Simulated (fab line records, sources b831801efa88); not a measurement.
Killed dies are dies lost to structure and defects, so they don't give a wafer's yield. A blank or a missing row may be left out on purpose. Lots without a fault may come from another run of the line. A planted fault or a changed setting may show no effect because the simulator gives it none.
fab line records | flow gf180mcu
record lots=14 wafers=42 last_day=34
route steps=602 shown CONTACT@309 M1@329 V1@338
lots that met no fault: from a run of the same line without faults
start_h: hours from the record's first day to the start of the lot's first wafer shown | wait_h: hours since the lot's step before | " the same as in the row above | L1.1+2: a row that stands for several wafers | - no value, or no start given | * or withheld: withheld | < > ~ a bound
route shown NAME@n: a module of which the file shows steps, and the number in the route of the first | usual: mean/standard deviation of fault-free wafers | same: alike in all rows | chamber/n: place in a boat | sites: the reading at each site | _std_site: their standard deviation | _edge_site: outer sites' mean less inner sites' | radius_mm: how far each site lies from the wafer's centre | mask NAME#n: copy n | behind: the tool/chamber that last shaped the wafer | hold: why the lot was held/for how many hours/how that ended | device: the transistor (n, p or np) that didn't switch | end of line: the same wafers' tests at the end of the route | a step without rows: its recipe alone | killed: dies lost to structure and defects at the first sort, not the wafer's yield | map: a wafer's dies, x killed, . not, _ none there
set.NAME: the setting as run; set.NAME@STEP: as run at that earlier step | model.NAME: the simulator's own value behind a step, which no gauge read
steps of the route over a sample of lots; a table a step, a row a wafer
services: from which hour (start_h, from the record's first day; less than 0 if before it) a tool's chamber was out of use, for how many hours, and why
## steps
# step GF_CONTACT_SPUTTER_22
# recipe material=Ti target_thk_nm=15 chamber_pressure_pa=5 power_w=2500 substrate_temp_c=200 time_s=80.02
# usual throttle_valve_pct=29.5/0.98
# same time_s=80.02
# columns lot.wafer tool chamber start_h wait_h throttle_valve_pct
L113.3 pvd_sputter-03 - 366.34 0.0 29.8
L113.4 " - " " 29.5
L113.5 " - " " 29.5
L115.2 pvd_sputter-02 - 383.39 0.0 29.5
L115.3 " - " " 29.0
L115.4 " - " " 31.5
L119.3 pvd_sputter-02 - 424.21 0.0 31.4
L119.4 " - " " 28.9
L119.5 " - " " 28.8
L121.2 pvd_sputter-02 - 436.34 0.0 28.7
L121.3 " - " " 28.9
L121.6 " - " " 29.2
L122.1 pvd_sputter-03 - 448.01 0.0 28.7
L122.5 " - " " 28.9
L122.6 " - " " 29.7
L123.2 pvd_sputter-03 - 457.90 0.0 28.9
L123.4 " - " " 29.5
L123.6 " - " " 29.4
L124.2 pvd_sputter-04 - 463.76 0.0 29.8
L124.4 " - " " 29.7
L124.5 " - " " 27.4
L125.3 pvd_sputter-03 - 465.61 0.0 29.3
L125.4 " - " " 29.6
L125.6 " - " " 28.9
L126.2 pvd_sputter-02 - 481.29 0.0 28.7
L126.3 " - " " 29.2
L126.5 " - " " 28.7
L132.2 pvd_sputter-02 - 529.63 0.0 31.3
L132.3 " - " " 28.5
L132.4 " - " " 29.3
L133.2 pvd_sputter-04 - 534.31 0.0 31.1
L133.5 " - " " 30.5
L133.6 " - " " 29.6
L134.1 pvd_sputter-03 - 542.11 0.0 29.7
L134.3 " - " " 28.8
L134.5 " - " " 29.5
L135.1 pvd_sputter-03 - 555.45 0.0 29.6
L135.2 " - " " 29.0
L135.6 " - " " 29.6
L136.3 pvd_sputter-02 - 555.80 0.0 29.1
L136.4 " - " " 29.1
L136.5 " - " " 31.2
# step GF_M1_CD_MEAS_14
# recipe target_cd_nm=230
# usual cd_nm=229.8/1.2
# columns lot.wafer tool chamber start_h wait_h cd_nm
L113.3 cd_sem-02 - 389.32 0.1 228.8
L113.4 " - " " 228.2
L113.5 " - " " 228.2
L115.2 cd_sem-01 - 406.87 0.1 228.2
L115.3 " - " " 229.3
L115.4 " - " " 228.8
L119.3 cd_sem-02 - 449.04 0.1 230.0
L119.4 " - " " 229.8
L119.5 " - " " 228.7
L121.2 cd_sem-01 - 461.55 0.1 229.3
L121.3 " - " " 229.4
L121.6 " - " " 229.0
L122.1 cd_sem-02 - 472.98 0.1 229.7
L122.5 " - " " 229.2
L122.6 " - " " 229.3
L123.2 cd_sem-01 - 482.75 0.1 231.9
L123.4 " - " " 231.1
L123.6 " - " " 231.9
L124.2 cd_sem-01 - 489.17 0.1 230.8
L124.4 " - " " 230.4
L124.5 " - " " 229.9
L125.3 cd_sem-02 - 490.02 0.1 230.6
L125.4 " - " " 229.0
L125.6 " - " " 229.7
L126.2 cd_sem-02 - 506.46 0.1 230.7
L126.3 " - " " 231.6
L126.5 " - " " 231.6
L132.2 cd_sem-02 - 553.26 0.1 229.9
L132.3 " - " " 229.7
L132.4 " - " " 230.0
L133.2 cd_sem-01 - 558.25 0.1 227.3
L133.5 " - " " 228.5
L133.6 " - " " 227.4
L134.1 cd_sem-01 - 565.79 0.1 231.2
L134.3 " - " " 231.0
L134.5 " - " " 230.5
L135.1 cd_sem-02 - 577.64 0.1 230.3
L135.2 " - " " 229.3
L135.6 " - " " 230.2
L136.3 cd_sem-02 - 578.03 0.1 227.2
L136.4 " - " " 226.6
L136.5 " - " " 228.6
# step GF_M1_METAL_ETCH_16
# recipe chemistry=Cl2/BCl3 mask_material=KrF target_depth_nm=627.5 stop_on=SiO2 pressure_mtorr=8 icp_w=800 bias_w=140 Cl2_flow_sccm=80 bcl3_flow_sccm=40 time_s=104.6
# usual drypump_motor_current_A=5.93/0.23 oes_product_au=0.973/0.0071 rf_fwd_power_W=796.2/2.7 throttle_valve_pct=28.249/0.01
# same time_s=104.6
# columns lot.wafer tool chamber start_h wait_h drypump_motor_current_A oes_product_au rf_fwd_power_W rf_hours_counter_h throttle_valve_pct
L113.3 rie_metal-02 0 389.51 0.1 6.08 0.969 794.1 - 28.244
L113.4 " 0 " " 6.07 0.970 792.9 - 28.250
L113.5 " 0 " " 6.09 0.977 795.2 - 28.250
L115.2 rie_metal-02 1 407.00 0.0 5.94 0.976 801.2 9 28.244
L115.3 " 0 " " 6.07 0.973 796.9 - 28.256
L115.4 " 1 " " 5.95 0.968 796.5 - 28.252
L119.3 rie_metal-02 1 449.19 0.1 5.96 0.979 798.3 - 28.257
L119.4 " 0 " " 6.08 0.967 798.7 - 28.249
L119.5 " 1 " " 5.97 0.970 801.5 - 28.250
L121.2 rie_metal-02 1 461.68 0.0 5.95 0.936 674.6 10 28.288
L121.3 " 1 " " 5.95 0.932 673.3 - 28.280
L121.6 " 0 " " 6.07 0.919 664.9 - 28.297
L122.1 rie_metal-03 1 473.13 0.0 6.15 0.985 796.7 7 28.234
L122.5 " 1 " " 6.15 0.983 797.0 - 28.242
L122.6 " 1 " " 6.15 0.978 793.9 - 28.244
L123.2 rie_metal-01 1 482.88 0.0 5.46 0.977 797.9 7 28.234
L123.4 " 0 " " 5.75 0.983 796.6 - 28.237
L123.6 " 1 " " 5.48 0.974 797.1 - 28.262
L124.2 rie_metal-01 1 489.30 0.0 5.47 0.974 795.5 7 28.247
L124.4 " 0 " " 5.76 0.978 796.0 - 28.248
L124.5 " 0 " " 5.74 0.974 793.8 - 28.242
L125.3 rie_metal-02 1 490.17 0.1 5.99 0.917 671.6 - 28.292
L125.4 " 0 " " 6.08 0.917 664.1 - 28.312
L125.6 " 0 " " 6.08 0.911 666.3 - 28.329
L126.2 rie_metal-03 1 506.59 0.0 6.12 0.971 796.1 8 28.260
L126.3 " 0 " " 5.99 0.966 800.6 - 28.248
L126.5 " 0 " " 5.97 0.984 801.5 - 28.262
L132.2 rie_metal-03 0 553.40 0.0 5.96 0.953 796.5 2 28.257
L132.3 " 1 " " 6.14 0.971 795.0 - 28.244
L132.4 " 0 " " 5.93 0.972 799.3 - 28.255
L133.2 rie_metal-03 1 558.38 0.0 6.19 0.968 798.6 9 28.259
L133.5 " 1 " " 6.19 0.963 796.3 - 28.251
L133.6 " 0 " " 6.01 0.968 793.6 - 28.231
L134.1 rie_metal-02 1 565.95 0.0 5.95 0.987 797.0 1 28.246
L134.3 " 1 " " 5.96 0.979 795.2 - 28.232
L134.5 " 0 " " 6.11 0.972 796.0 - 28.251
L135.1 rie_metal-02 1 577.79 0.0 5.94 0.981 797.5 2 28.247
L135.2 " 0 " " 6.12 0.976 790.6 0 28.251
L135.6 " 0 " " 6.09 0.974 795.9 - 28.240
L136.3 rie_metal-03 0 578.18 0.1 6.00 0.978 794.5 - 28.252
L136.4 " 1 " " 6.16 0.980 793.6 - 28.250
L136.5 " 1 " " 6.14 0.973 794.5 - 28.245
# step GF_M1_STRIP_17
# recipe chemistry=O2/N2 power_w=1400 pressure_mtorr=1500 platen_temp_c=250 o2_flow_sccm=3000 n2_flow_sccm=300 overash_fraction=0.5
# usual drypump_motor_current_A=5.8/0.49 heater_power_w=358/44 oes_product_au=0.557/0.0051 strip_time_to_endpoint_s=7.85/0.049
# same overash_fraction=0.5
# columns lot.wafer tool chamber start_h wait_h drypump_motor_current_A heater_power_w oes_product_au rf_hours_counter_h strip_time_to_endpoint_s
L113.3 plasma_asher-01 0 389.69 0.1 6.7 400 0.558 - 7.87
L113.4 " 1 " " 6.0 326 0.561 - 7.87
L113.5 " 1 " " 6.0 319 0.557 - 7.88
L115.2 plasma_asher-04 1 407.11 0.1 5.2 430 0.550 80 7.72
L115.3 " 1 " " 5.2 436 0.563 - 7.84
L115.4 " 0 " " 5.0 295 0.556 - 7.74
L119.3 plasma_asher-02 1 449.30 0.1 5.7 321 0.555 - 7.78
L119.4 " 0 " " 6.0 362 0.549 - 7.88
L119.5 " 0 " " 5.9 373 0.558 - 7.82
L121.2 plasma_asher-01 0 461.80 0.1 6.6 411 0.570 81 8.18
L121.3 " 0 " " 6.7 415 0.569 - 8.18
L121.6 " 1 " " 6.0 323 0.570 - 8.23
L122.1 plasma_asher-04 1 473.36 0.2 5.2 420 0.561 5 7.89
L122.5 " 1 " " 5.2 416 0.561 - 7.85
L122.6 " 0 " " 5.0 303 0.558 - 7.88
L123.2 plasma_asher-02 0 482.99 0.1 5.9 367 0.570 72 7.93
L123.4 " 0 " " 5.9 361 0.557 - 7.81
L123.6 " 0 " " 5.9 376 0.566 - 7.92
L124.2 plasma_asher-02 0 489.41 0.1 6.0 366 0.571 72 7.91
L124.4 " 0 " " 5.9 365 0.559 - 7.86
L124.5 " 1 " " 5.7 324 0.557 - 7.89
L125.3 plasma_asher-04 0 490.28 0.1 5.0 303 0.573 - 8.20
L125.4 " 1 " " 5.2 429 0.574 - 8.21
L125.6 " 0 " " 5.0 310 0.573 - 8.24
L126.2 plasma_asher-02 1 506.71 0.1 5.7 327 0.552 74 7.83
L126.3 " 1 " " 5.7 334 0.559 - 7.84
L126.5 " 0 " " 5.9 366 0.559 - 7.87
L132.2 plasma_asher-02 0 553.51 0.1 6.0 366 0.555 79 7.91
L132.3 " 1 " " 5.7 321 0.556 - 7.83
L132.4 " 0 " " 5.9 356 0.557 - 7.90
L133.2 plasma_asher-01 0 558.49 0.1 6.6 415 0.559 91 7.80
L133.5 " 0 " " 6.7 417 0.563 - 7.85
L133.6 " 1 " " 6.0 321 0.560 - 7.87
L134.1 plasma_asher-01 1 566.06 0.1 6.0 309 0.559 92 7.84
L134.3 " 0 " " 6.6 413 0.561 - 7.85
L134.5 " 1 " " 6.0 315 0.555 - 7.91
L135.1 plasma_asher-02 1 577.91 0.1 5.7 325 0.557 82 7.76
L135.2 " 0 " " 5.9 360 0.556 82 7.85
L135.6 " 1 " " 5.7 326 0.562 - 7.84
L136.3 plasma_asher-04 1 578.29 0.1 5.2 433 0.563 - 7.88
L136.4 " 0 " " 5.0 301 0.557 - 7.82
L136.5 " 0 " " 5.0 305 0.554 - 7.81
# step GF_V1_THK_MEAS_03
# recipe reads=SiO2_of_V1_CVD_02
# usual V1_CVD_02_THK=851/11
# columns lot.wafer tool chamber start_h wait_h V1_CVD_02_THK[nm]
L113.3 film_metro-03 - 390.41 0.1 856
L113.4 " - " " 857
L113.5 " - " " 860
L115.2 film_metro-03 - 407.86 0.0 843
L115.3 " - " " 850
L115.4 " - " " 863
L119.3 film_metro-02 - 450.04 0.1 853
L119.4 " - " " 860
L119.5 " - " " 868
L121.2 film_metro-02 - 462.54 0.0 848
L121.3 " - " " 857
L121.6 " - " " 862
L122.1 film_metro-03 - 474.18 0.0 831
L122.5 " - " " 863
L122.6 " - " " 849
L123.2 film_metro-03 - 483.83 0.0 838
L123.4 " - " " 859
L123.6 " - " " 865
L124.2 film_metro-01 - 490.22 0.0 849
L124.4 " - " " 865
L124.5 " - " " 854
L125.3 film_metro-03 - 491.02 0.1 839
L125.4 " - " " 853
L125.6 " - " " 857
L126.2 film_metro-02 - 507.45 0.0 848
L126.3 " - " " 830
L126.5 " - " " 857
L132.2 film_metro-03 - 554.26 0.0 839
L132.3 " - " " 851
L132.4 " - " " 851
L133.2 film_metro-03 - 559.24 0.0 861
L133.5 " - " " 857
L133.6 " - " " 875
L134.1 film_metro-02 - 566.81 0.0 834
L134.3 " - " " 838
L134.5 " - " " 868
L135.1 film_metro-03 - 578.98 0.0 853
L135.2 " - " " 843
L135.6 " - " " 851
L136.3 film_metro-03 - 579.13 0.1 830
L136.4 " - " " 863
L136.5 " - " " 854
## services
# columns tool chamber start_h hours kind
plasma_asher-04 - 347.79 2.5 repair
pvd_sputter-03 - 354.90 2.1 repair
pvd_sputter-03 - 357.98 1.7 repair
pvd_sputter-03 - 378.38 39.2 repair
rie_metal-02 1 382.18 9.1 repair
rie_metal-03 0 400.06 3.3 repair
plasma_asher-04 - 421.25 9.0 pm
pvd_sputter-02 - 430.06 6.2 repair
pvd_sputter-02 0 460.51 - consumable_replace:kit
pvd_sputter-02 0 460.51 18.0 scheduled_down
pvd_sputter-02 0 460.51 18.0 vent_cycle
rie_metal-03 0 468.32 - clean
plasma_asher-02 - 472.44 1.8 repair
rie_metal-03 1 487.91 7.5 repair
rie_metal-02 1 490.25 - clean
rie_metal-02 1 490.25 10.0 scheduled_down
rie_metal-02 1 490.25 10.0 vent_cycle
plasma_asher-04 - 491.10 2.8 pm
plasma_asher-04 - 494.74 0.9 repair
pvd_sputter-02 - 524.51 4.8 repair
rie_metal-03 1 535.55 4.1 repair
rie_metal-02 0 542.60 - clean
rie_metal-02 0 542.60 16.2 scheduled_down
rie_metal-02 0 542.60 16.2 vent_cycle
## key
first_sign step=GF_M1_METAL_ETCH_16 reading=rf_fwd_power_W direction=down sigmas=48 usual=796.2 struck=669.1
effect step=GF_M1_METAL_ETCH_16 reading=oes_product_au direction=down sigmas=7.2 usual=0.973 struck=0.922
effect step=GF_M1_STRIP_17 reading=strip_time_to_endpoint_s direction=up sigmas=7.3 usual=* struck=*
met_at GF_M1_METAL_ETCH_16
struck_lots L121,L125
sort_left_out L121.2,L121.3,L121.6,L125.3,L125.4,L125.6
not_acting_at GF_CONTACT_SPUTTER_22,GF_M1_CD_MEAS_14,GF_V1_THK_MEAS_03
onset_between 449.19 461.68
fault kind=process_parameter_drift tool=rie_metal-02 chamber=- onset_h=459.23 steps=GF_M1_METAL_ETCH_16 channel=icp_w offset=-128 shape=step end_h=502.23 acts_in=these_recipes_only stated=800
# sort_left_out: the simulated sort isn't trusted on such a fault, so these wafers' sort isn't shown, and their yield isn't known
